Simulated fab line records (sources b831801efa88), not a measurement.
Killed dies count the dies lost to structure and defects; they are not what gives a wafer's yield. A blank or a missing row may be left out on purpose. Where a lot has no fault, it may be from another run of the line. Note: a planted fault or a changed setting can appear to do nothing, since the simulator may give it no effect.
Chamber matching ; flow sky130 ; SKY_CONTACT_CMP_27 on cmp-02: 4 sister chambers
The step polishes, stops on SiO2, t overpolish 15 s, target thk 0 nm. 8 wafers are shown with their chamber, then 8 later ones without.

## WAFERS WITH THEIR CHAMBER
wafer;chamber;motorCurrentA (A);timeToEndpointS (s)
L208.6;2;13.1;84
L216.2;1;9.0;80
L216.5;2;12.2;79
L216.6;3;11.8;80
L223.2;0;11.9;85
L223.3;1;9.1;82
L223.5;3;10.9;87
L226.2;0;11.9;87

## WAFERS MISSING THEIR CHAMBER
wafer;motorCurrentA (A);timeToEndpointS (s)
L226.3;9.2;86
L226.5;12.7;79
L225.3;13.0;87
L225.4;12.1;82
L225.6;11.7;84
L228.4;11.1;86
L228.5;9.0;80
L228.6;12.6;82

## THE CHAMBER EACH PASSED THROUGH
wafer;from the rows above;in truth
L226.3;1;1
L226.5;2;2
L225.3;can't be placed: 2 or 0 or 3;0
L225.4;can't be placed: 2 or 0 or 3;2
L225.6;can't be placed: 0 or 3 or 2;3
L228.4;can't be placed: 3 or 0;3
L228.5;1;1
L228.6;can't be placed: 2 or 0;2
Correctly placed: 3 of 8. Unplaceable from these rows: 5, with the true chamber sitting among the candidates in 5. Number placed wrongly: 0.
How it was worked out, from the rows above alone: a wafer's distance from a chamber is the root of the sum, over the readings, of the square of ((its reading less the chamber's mean) divided by the reading's scatter). The wafer belongs to the nearest chamber; if the next one is less than 2 further off, it can't be placed. A chamber's mean is the mean of its shown wafers. How the scatter is found: for the shown wafers, subtract from each reading the mean of its chamber, square and add these, divide the total by (wafers less chambers), then take the root.
